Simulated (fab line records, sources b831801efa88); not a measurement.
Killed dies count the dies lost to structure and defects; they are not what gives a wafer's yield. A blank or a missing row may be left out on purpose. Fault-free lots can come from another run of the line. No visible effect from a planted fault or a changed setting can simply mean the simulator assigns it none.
fab line records | flow gf180mcu
record: lots: 14 | wafers: 39 | lastDay: 34
route steps=602 shown SAB@265 SALICIDE@286 CONTACT@289
lots that met no fault: from a run of the same line without faults
startH: start of the lot's first displayed wafer, in hours after the record's first day | waitH: how many hours have passed since the lot's step before this one | " repeats the value in the row above | L1.1+2: one row covering several wafers at once | - no value, or no start was given | * or withheld: withheld | < > ~ a bound
route shown NAME@n: a module of which the file shows steps, and the number in the route of the first | usual: the fault-free wafers' mean and standard deviation | same: alike in all rows | chamber/n: place in a boat | sites: each site's reading | _std_site: their standard deviation | _edge_site: mean of outer sites minus mean of inner sites | radiusMm: for every site, how far away it sits from the centre of the wafer | mask NAME#n: copy n | behind: the tool/chamber that last shaped the wafer | hold: reason for holding the lot/hours on hold/outcome of the hold | device: the transistor (n, p or np) that didn't switch | end of line: the route-end tests of the same wafers | where a step has no rows: the recipe by itself | killed: the dies lost at the first sort to structure and to defects; this is not the yield of the wafer | map: the dies of a wafer, with x for killed, . for not killed, _ for no die there
set.NAME: the run value of the setting; set.NAME@STEP: its run value at that earlier step | model.NAME: the simulator's own value behind a step, which no gauge read
one table for each step of the route and one row for each wafer, over a sample of lots
services: the hour from which a tool's chamber was out of use, counted from the record's first day as startH (under 0 if before that day), plus the number of hours and why
== steps ==
step: GF_SAB_THK_MEAS_01
recipe: reads: SiO2_of_SAB_CVD_00
usual: SAB_CVD_00_THK: 50.1/0.8
lot.wafer | tool         | chamber | startH | waitH | SAB_CVD_00_THK[nm]
L436.2    | filmMetro-04 | -       | 314.32 | 0.0   | 49.7
L436.3    | "            | -       | "      | "     | 49.7
L436.5    | "            | -       | "      | "     | 49.6
L437.2    | filmMetro-01 | -       | 321.77 | 0.0   | 49.7
L437.3    | "            | -       | "      | "     | 49.3
L437.5    | "            | -       | "      | "     | 51.1
L438.3    | filmMetro-01 | -       | 339.49 | 0.0   | 49.4
L438.4    | "            | -       | "      | "     | 50.3
L438.5    | "            | -       | "      | "     | 50.2
L442.2    | filmMetro-04 | -       | 371.77 | 0.0   | 49.9
L442.6    | "            | -       | "      | "     | 49.8
L441.2    | filmMetro-02 | -       | 374.37 | 0.0   | 49.6
L441.5    | "            | -       | "      | "     | 50.4
L443.2    | filmMetro-04 | -       | 386.28 | 0.0   | 48.5
L443.5    | "            | -       | "      | "     | 50.3
L452.1    | filmMetro-01 | -       | 446.51 | 0.0   | 48.5
L452.3    | "            | -       | "      | "     | 49.6
L452.6    | "            | -       | "      | "     | 49.3
L453.1    | filmMetro-04 | -       | 459.74 | 0.0   | 50.0
L453.4    | "            | -       | "      | "     | 51.3
L453.6    | "            | -       | "      | "     | 51.7
L454.2    | filmMetro-01 | -       | 465.62 | 0.0   | 49.8
L454.3    | "            | -       | "      | "     | 50.7
L454.4    | "            | -       | "      | "     | 50.7
L455.2    | filmMetro-01 | -       | 476.72 | 0.0   | 50.3
L455.3    | "            | -       | "      | "     | 50.4
L455.4    | "            | -       | "      | "     | 50.8
L456.2    | filmMetro-01 | -       | 483.22 | 0.0   | 49.0
L456.3    | "            | -       | "      | "     | 49.2
L456.6    | "            | -       | "      | "     | 50.2
L457.1    | filmMetro-02 | -       | 494.04 | 0.0   | 50.4
L457.5    | "            | -       | "      | "     | 51.2
L457.6    | "            | -       | "      | "     | 51.3
L458.1    | filmMetro-04 | -       | 503.39 | 0.0   | 49.8
L458.4    | "            | -       | "      | "     | 50.3
L458.5    | "            | -       | "      | "     | 50.2
L459.1    | filmMetro-01 | -       | 506.26 | 0.0   | 49.0
L459.5    | "            | -       | "      | "     | 50.2
L459.6    | "            | -       | "      | "     | 50.1
step: GF_SALICIDE_RTA_08
recipe: tempC: 800 | timeS: 30 | ambient: N2
usual: chamberO2Ppm: 1.995/0.024 | lampPowerPct: 16.3/2.3 | wafer_temp_C_max: 803.6/0.78
same: timeS: 30
lot.wafer | tool         | chamber | startH | waitH | chamberO2Ppm | lampPowerPct | wafer_temp_C_max
L436.2    | rtpAnneal-02 | 0       | 335.90 | 0.0   | 2.018        | 14.7         | 802.8
L436.3    | "            | 0       | "      | "     | 2.033        | 14.7         | 802.8
L436.5    | "            | 0       | "      | "     | 2.015        | 14.7         | 803.5
L437.2    | rtpAnneal-02 | 0       | 343.89 | 0.0   | 1.991        | 14.7         | 803.7
L437.3    | "            | 0       | "      | "     | 2.030        | 14.7         | 805.4
L437.5    | "            | 0       | "      | "     | 2.010        | 14.7         | 804.3
L438.3    | rtpAnneal-02 | 0       | 362.54 | 0.0   | 1.977        | 14.7         | 804.8
L438.4    | "            | 0       | "      | "     | 1.998        | 14.7         | 803.4
L438.5    | "            | 0       | "      | "     | 1.991        | 14.7         | 803.9
L442.2    | rtpAnneal-02 | 0       | 394.29 | 0.0   | 2.024        | 14.7         | 804.3
L442.6    | "            | 0       | "      | "     | 1.976        | 14.7         | 805.1
L441.2    | rtpAnneal-02 | 0       | 397.02 | 0.0   | 1.984        | 14.7         | 804.1
L441.5    | "            | 0       | "      | "     | 2.014        | 14.7         | 803.6
L443.2    | rtpAnneal-02 | 0       | 409.66 | 0.0   | 1.967        | 14.7         | 805.0
L443.5    | "            | 0       | "      | "     | 2.027        | 14.7         | 804.8
L452.1    | rtpAnneal-02 | 0       | 471.22 | 0.0   | 1.951        | 14.7         | 804.2
L452.3    | "            | 0       | "      | "     | 2.000        | 14.7         | 803.7
L452.6    | "            | 0       | "      | "     | 2.001        | 14.7         | 804.0
L453.1    | rtpAnneal-01 | 0       | 484.42 | 0.0   | 1.985        | 19.5         | 802.7
L453.4    | "            | 0       | "      | "     | 2.031        | 19.5         | 803.7
L453.6    | "            | 0       | "      | "     | 2.026        | 19.5         | 803.7
L454.2    | rtpAnneal-01 | 0       | 490.58 | 0.0   | 1.925        | 19.5         | 802.9
L454.3    | "            | 0       | "      | "     | 1.932        | 19.5         | 802.9
L454.4    | "            | 0       | "      | "     | 2.017        | 19.5         | 801.9
L455.2    | rtpAnneal-01 | 0       | 501.29 | 0.0   | 1.981        | 19.5         | 802.2
L455.3    | "            | 0       | "      | "     | 2.015        | 19.5         | 803.0
L455.4    | "            | 0       | "      | "     | 1.945        | 19.5         | 802.2
L456.2    | rtpAnneal-02 | 0       | 507.80 | 0.0   | 2.017        | 14.7         | 803.2
L456.3    | "            | 0       | "      | "     | 1.972        | 14.7         | 805.0
L456.6    | "            | 0       | "      | "     | 2.009        | 14.7         | 803.6
L457.1    | rtpAnneal-01 | 0       | 518.37 | 0.0   | 2.017        | 19.5         | 802.7
L457.5    | "            | 0       | "      | "     | 2.010        | 19.5         | 803.9
L457.6    | "            | 0       | "      | "     | 2.009        | 19.5         | 803.7
L458.1    | rtpAnneal-02 | 0       | 527.80 | 0.0   | 2.026        | 14.7         | 804.5
L458.4    | "            | 0       | "      | "     | 2.021        | 14.7         | 803.3
L458.5    | "            | 0       | "      | "     | 1.999        | 14.7         | 803.6
L459.1    | rtpAnneal-01 | 0       | 529.90 | 0.0   | 1.996        | 19.5         | 803.1
L459.5    | "            | 0       | "      | "     | 2.013        | 19.5         | 802.9
L459.6    | "            | 0       | "      | "     | 2.019        | 19.5         | 802.6
step: GF_CONTACT_CVD_02
recipe: material: SiO2 | targetThkNm: 860 | precursor: TEOS | tempC: 400 | timeS: 95.992 | rfW: 600
usual: heaterPowerW: 730/130
lot.wafer | tool     | chamber | startH | waitH | heaterPowerW
L436.2    | pecvd-03 | 0       | 336.09 | 0.0   | 569
L436.3    | "        | 2       | "      | "     | 748
L436.5    | "        | 0       | "      | "     | 454
L437.2    | pecvd-02 | 0       | 344.07 | 0.0   | 801
L437.3    | "        | 2       | "      | "     | 722
L437.5    | "        | 2       | "      | "     | 727
L438.3    | pecvd-02 | 0       | 362.71 | 0.0   | 765
L438.4    | "        | 1       | "      | "     | 911
L438.5    | "        | 0       | "      | "     | 809
L442.2    | pecvd-02 | 2       | 394.47 | 0.0   | 728
L442.6    | "        | 1       | "      | "     | 867
L441.2    | pecvd-02 | 0       | 397.21 | 0.0   | 823
L441.5    | "        | 2       | "      | "     | 667
L443.2    | pecvd-02 | 1       | 409.85 | 0.0   | 896
L443.5    | "        | 2       | "      | "     | 650
L452.1    | pecvd-03 | 0       | 471.42 | 0.1   | 531
L452.3    | "        | 2       | "      | "     | 861
L452.6    | "        | 0       | "      | "     | 443
L453.1    | pecvd-03 | 0       | 484.63 | 0.1   | 544
L453.4    | "        | 2       | "      | "     | 943
L453.6    | "        | 1       | "      | "     | 674
L454.2    | pecvd-02 | 1       | 490.85 | 0.0   | 906
L454.3    | "        | 2       | "      | "     | 705
L454.4    | "        | 0       | "      | "     | 784
L455.2    | pecvd-02 | 0       | 501.56 | 0.0   | 747
L455.3    | "        | 1       | "      | "     | 905
L455.4    | "        | 0       | "      | "     | 787
L456.2    | pecvd-03 | 0       | 507.99 | 0.0   | 527
L456.3    | "        | 2       | "      | "     | 755
L456.6    | "        | 2       | "      | "     | 854
L457.1    | pecvd-02 | 2       | 518.67 | 0.1   | 636
L457.5    | "        | 2       | "      | "     | 680
L457.6    | "        | 0       | "      | "     | 730
L458.1    | pecvd-04 | 0       | 528.01 | 0.1   | 752
L458.4    | "        | 1       | "      | "     | 446
L458.5    | "        | 0       | "      | "     | 816
L459.1    | pecvd-03 | 1       | 530.10 | 0.1   | 808
L459.5    | "        | 1       | "      | "     | 851
L459.6    | "        | 2       | "      | "     | 880
step: GF_CONTACT_THK_MEAS_03
recipe: reads: SiO2_of_CONTACT_CVD_02
usual: CONTACT_CVD_02_THK: 858/11
lot.wafer | tool         | chamber | startH | waitH | CONTACT_CVD_02_THK[nm]
L436.2    | filmMetro-01 | -       | 336.17 | 0.0   | 856
L436.3    | "            | -       | "      | "     | 849
L436.5    | "            | -       | "      | "     | 865
L437.2    | filmMetro-01 | -       | 344.15 | 0.0   | 857
L437.3    | "            | -       | "      | "     | 851
L437.5    | "            | -       | "      | "     | 864
L438.3    | filmMetro-03 | -       | 362.80 | 0.1   | 843
L438.4    | "            | -       | "      | "     | 855
L438.5    | "            | -       | "      | "     | 859
L442.2    | filmMetro-03 | -       | 394.55 | 0.0   | 1624
L442.6    | "            | -       | "      | "     | 864
L441.2    | filmMetro-03 | -       | 397.29 | 0.0   | 1636
L441.5    | "            | -       | "      | "     | 1644
L443.2    | filmMetro-03 | -       | 409.93 | 0.0   | 1634
L443.5    | "            | -       | "      | "     | 1653
L452.1    | filmMetro-01 | -       | 471.49 | 0.0   | 865
L452.3    | "            | -       | "      | "     | 862
L452.6    | "            | -       | "      | "     | 859
L453.1    | filmMetro-01 | -       | 484.70 | 0.0   | 856
L453.4    | "            | -       | "      | "     | 870
L453.6    | "            | -       | "      | "     | 865
L454.2    | filmMetro-02 | -       | 490.93 | 0.0   | 850
L454.3    | "            | -       | "      | "     | 845
L454.4    | "            | -       | "      | "     | 870
L455.2    | filmMetro-03 | -       | 501.64 | 0.0   | 860
L455.3    | "            | -       | "      | "     | 864
L455.4    | "            | -       | "      | "     | 869
L456.2    | filmMetro-03 | -       | 508.07 | 0.0   | 857
L456.3    | "            | -       | "      | "     | 868
L456.6    | "            | -       | "      | "     | 862
L457.1    | filmMetro-02 | -       | 518.74 | 0.0   | 840
L457.5    | "            | -       | "      | "     | 862
L457.6    | "            | -       | "      | "     | 863
L458.1    | filmMetro-03 | -       | 528.08 | 0.0   | 843
L458.4    | "            | -       | "      | "     | 840
L458.5    | "            | -       | "      | "     | 847
L459.1    | filmMetro-03 | -       | 530.17 | 0.0   | 840
L459.5    | "            | -       | "      | "     | 855
L459.6    | "            | -       | "      | "     | 869
step: GF_CONTACT_CMP_04
recipe: material: SiO2 | downForcePsi: 4 | platenRpm: 60 | padVelocityMS: 0.94248
usual: motorCurrentA: 11.9/1.4 | platenRpm: 60.00/0.044 | timeToEndpointS: 107/6.2
lot.wafer | tool   | chamber | startH | waitH | motorCurrentA | platenRpm | timeToEndpointS
L436.2    | cmp-01 | 2       | 336.22 | 0.0   | 10.4          | 60.05     | 110
L436.3    | "      | 0       | "      | "     | 10.7          | 59.97     | 111
L436.5    | "      | 2       | "      | "     | 10.3          | 59.94     | 115
L437.2    | cmp-02 | 3       | 344.20 | 0.0   | 13.1          | 59.99     | 101
L437.3    | "      | 2       | "      | "     | 11.6          | 60.00     | 102
L437.5    | "      | 3       | "      | "     | 13.7          | 60.03     | 100
L438.4    | cmp-02 | 0       | 362.84 | 0.0   | 12.7          | 59.86     | 98
L438.3    | "      | 3       | "      | "     | 12.8          | 59.91     | 96
L438.5    | "      | 1       | "      | "     | 10.5          | 59.98     | 100
L442.2    | cmp-02 | 2       | 394.65 | 0.1   | 11.5          | 60.00     | 372
L442.6    | "      | 2       | "      | "     | 11.2          | 59.97     | 106
L441.2    | cmp-01 | 1       | 397.49 | 0.2   | 14.9          | 60.03     | 387
L441.5    | "      | 2       | "      | "     | 10.7          | 60.03     | 404
L443.2    | cmp-01 | 0       | 410.08 | 0.1   | 11.2          | 59.99     | 400
L443.5    | "      | 3       | "      | "     | 12.1          | 59.92     | 418
L452.3    | cmp-02 | 1       | 471.55 | 0.0   | 10.3          | 60.01     | 105
L452.1    | "      | 3       | "      | "     | 13.3          | 59.99     | 107
L452.6    | "      | 2       | "      | "     | 12.3          | 59.97     | 105
L453.4    | cmp-01 | 3       | 484.81 | 0.1   | 11.6          | 59.99     | 117
L453.1    | "      | 1       | "      | "     | 14.6          | 59.99     | 105
L453.6    | "      | 3       | "      | "     | 12.2          | 59.98     | 115
L454.4    | cmp-02 | 2       | 493.50 | 2.5   | 11.8          | 59.97     | 109
L454.2    | "      | 3       | "      | "     | 13.9          | 59.94     | 99
L454.3    | "      | 0       | "      | "     | 11.7          | 60.01     | 98
L455.4    | cmp-01 | 1       | 501.69 | 0.0   | 15.2          | 60.07     | 113
L455.2    | "      | 2       | "      | "     | 10.7          | 59.99     | 110
L455.3    | "      | 0       | "      | "     | 10.7          | 60.04     | 114
L456.2    | cmp-02 | 1       | 508.17 | 0.1   | 10.2          | 60.01     | 104
L456.3    | "      | 2       | "      | "     | 10.9          | 60.06     | 108
L456.6    | "      | 0       | "      | "     | 12.6          | 60.02     | 100
L457.1    | cmp-01 | 3       | 518.85 | 0.1   | 12.1          | 59.97     | 107
L457.5    | "      | 2       | "      | "     | 10.4          | 59.97     | 113
L457.6    | "      | 3       | "      | "     | 12.2          | 59.94     | 114
L458.1    | cmp-01 | 1       | 528.19 | 0.1   | 14.7          | 60.08     | 103
L458.4    | "      | 3       | "      | "     | 11.5          | 59.98     | 102
L458.5    | "      | 0       | "      | "     | 10.8          | 60.00     | 109
L459.1    | cmp-02 | 1       | 530.34 | 0.2   | 10.7          | 60.01     | 96
L459.5    | "      | 3       | "      | "     | 13.4          | 59.97     | 103
L459.6    | "      | 0       | "      | "     | 12.6          | 60.11     | 112
step: GF_CONTACT_SPUTTER_23
recipe: material: TiN | targetThkNm: 10 | chamberPressurePa: 5 | powerW: 4000 | timeS: 40
usual: cathodeDcPowerW: 4000.1/0.77 | throttleValvePct: 30.0/1
same: timeS: 40
lot.wafer | tool          | chamber | startH | waitH | cathodeDcPowerW | throttleValvePct
L436.2    | pvdSputter-01 | -       | 358.68 | 0.0   | 4000.3          | 28.7
L436.3    | "             | -       | "      | "     | 4000.4          | 28.6
L436.5    | "             | -       | "      | "     | 3999.8          | 28.6
L437.2    | pvdSputter-02 | -       | 367.13 | 0.0   | 3998.0          | 31.6
L437.3    | "             | -       | "      | "     | 4000.1          | 31.5
L437.5    | "             | -       | "      | "     | 4001.2          | 29.3
L438.3    | pvdSputter-04 | -       | 385.43 | 0.0   | 4000.1          | 30.9
L438.4    | "             | -       | "      | "     | 4000.5          | 28.4
L438.5    | "             | -       | "      | "     | 4001.5          | 31.0
L442.2    | pvdSputter-01 | -       | 419.77 | 0.0   | 3999.9          | 29.1
L442.6    | "             | -       | "      | "     | 4000.4          | 29.3
L441.2    | pvdSputter-02 | -       | 420.99 | 0.0   | 4000.6          | 29.2
L441.5    | "             | -       | "      | "     | 3998.1          | 31.5
L443.2    | pvdSputter-01 | -       | 435.18 | 0.0   | 3999.7          | 28.8
L443.5    | "             | -       | "      | "     | 3999.4          | 29.3
L452.1    | pvdSputter-04 | -       | 495.74 | 0.0   | 4000.4          | 31.0
L452.3    | "             | -       | "      | "     | 4000.7          | 29.5
L452.6    | "             | -       | "      | "     | 4000.7          | 31.0
L453.1    | pvdSputter-04 | -       | 509.52 | 0.0   | 3999.5          | 29.7
L453.4    | "             | -       | "      | "     | 3999.3          | 29.4
L453.6    | "             | -       | "      | "     | 4000.7          | 29.9
L454.2    | pvdSputter-01 | -       | 517.58 | 0.0   | 3999.7          | 28.8
L454.3    | "             | -       | "      | "     | 3999.7          | 29.0
L454.4    | "             | -       | "      | "     | 3999.9          | 30.8
L455.2    | pvdSputter-02 | -       | 526.33 | 0.0   | 4000.0          | 31.6
L455.3    | "             | -       | "      | "     | 3999.2          | 29.4
L455.4    | "             | -       | "      | "     | 3999.5          | 31.3
L456.2    | pvdSputter-04 | -       | 532.33 | 0.0   | 3999.4          | 29.7
L456.3    | "             | -       | "      | "     | 4001.0          | 28.5
L456.6    | "             | -       | "      | "     | 3999.9          | 31.0
L457.1    | pvdSputter-04 | -       | 542.74 | 0.0   | 3999.6          | 28.0
L457.5    | "             | -       | "      | "     | 4000.1          | 31.0
L457.6    | "             | -       | "      | "     | 3999.0          | 29.7
L458.1    | pvdSputter-02 | -       | 551.47 | 0.0   | 3999.4          | 31.5
L458.4    | "             | -       | "      | "     | 3999.7          | 29.4
L458.5    | "             | -       | "      | "     | 3999.4          | 29.9
L459.1    | pvdSputter-02 | -       | 553.63 | 0.0   | 3999.6          | 29.5
L459.5    | "             | -       | "      | "     | 4000.2          | 31.4
L459.6    | "             | -       | "      | "     | 4000.9          | 29.4
== services ==
tool          | chamber | startH | hours | kind
cmp-01        | -       | 318.70 | 1.4   | repair
cmp-01        | -       | 323.01 | 0.6   | repair
cmp-01        | -       | 329.69 | 3.4   | repair
pecvd-02      | -       | 357.93 | 0.8   | repair
cmp-01        | -       | 367.32 | 1.4   | repair
pecvd-03      | -       | 368.88 | 14.0  | pm
pecvd-03      | 0       | 372.27 | 12.3  | repair
pvdSputter-04 | -       | 374.28 | 3.4   | repair
pvdSputter-04 | -       | 375.67 | 7.1   | repair
pecvd-03      | -       | 384.74 | 2.8   | repair
cmp-02        | -       | 404.00 | 4.0   | pm
cmp-02        | -       | 422.52 | 0.3   | repair
pecvd-02      | -       | 425.55 | 2.8   | pm
rtpAnneal-02  | -       | 426.83 | 2.5   | pm
cmp-01        | -       | 428.30 | 1.1   | repair
cmp-02        | -       | 433.28 | 0.5   | repair
pecvd-02      | -       | 446.03 | 1.7   | repair
cmp-01        | -       | 460.47 | 3.2   | repair
cmp-01        | -       | 471.17 | 1.8   | repair
cmp-01        | -       | 489.64 | 4.3   | pm
cmp-02        | -       | 490.02 | 2.8   | repair
cmp-02        | -       | 494.27 | 1.0   | repair
cmp-02        | -       | 514.33 | 1.4   | repair
cmp-02        | -       | 522.62 | 3.6   | pm
== key ==
firstSign: step: GF_CONTACT_THK_MEAS_03 | reading: CONTACT_CVD_02_THK | direction: up | sigmas: 71 | usual: 858 | struck: 1638
effect: step: GF_CONTACT_CMP_04 | reading: timeToEndpointS | direction: up | sigmas: 47 | usual: * | struck: *
metAt GF_CONTACT_CVD_02
struckLots L441,L442,L443
struckWafers L441.2,L441.5,L442.2,L443.2,L443.5
sortLeftOut L443.2,L443.5
testerLeftOut L441,L442,L443
notActingAt GF_SAB_THK_MEAS_01,GF_SALICIDE_RTA_08,GF_CONTACT_SPUTTER_23
onsetBetween 362.71 394.47
fault: kind: processParameterDrift | tool: pecvd-02 | chamber: - | onsetH: 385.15 | steps: GF_CONTACT_CVD_02 | channel: targetThkNm | offset: 783.54 | shape: step | endH: 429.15 | scope: struckWafersOnly | actsIn: theseRecipesOnly | stated: 860
testerLeftOut: of these lots the tester's yield and bins aren't shown, on N5 and GAA mostly nor the transistor test; their killed dies are dies lost to structure and defects alone, not to doping, threshold or leakage, so they don't give the yield
sortLeftOut: the simulated sort isn't trusted on such a fault, so these wafers' sort isn't shown, and their yield isn't known
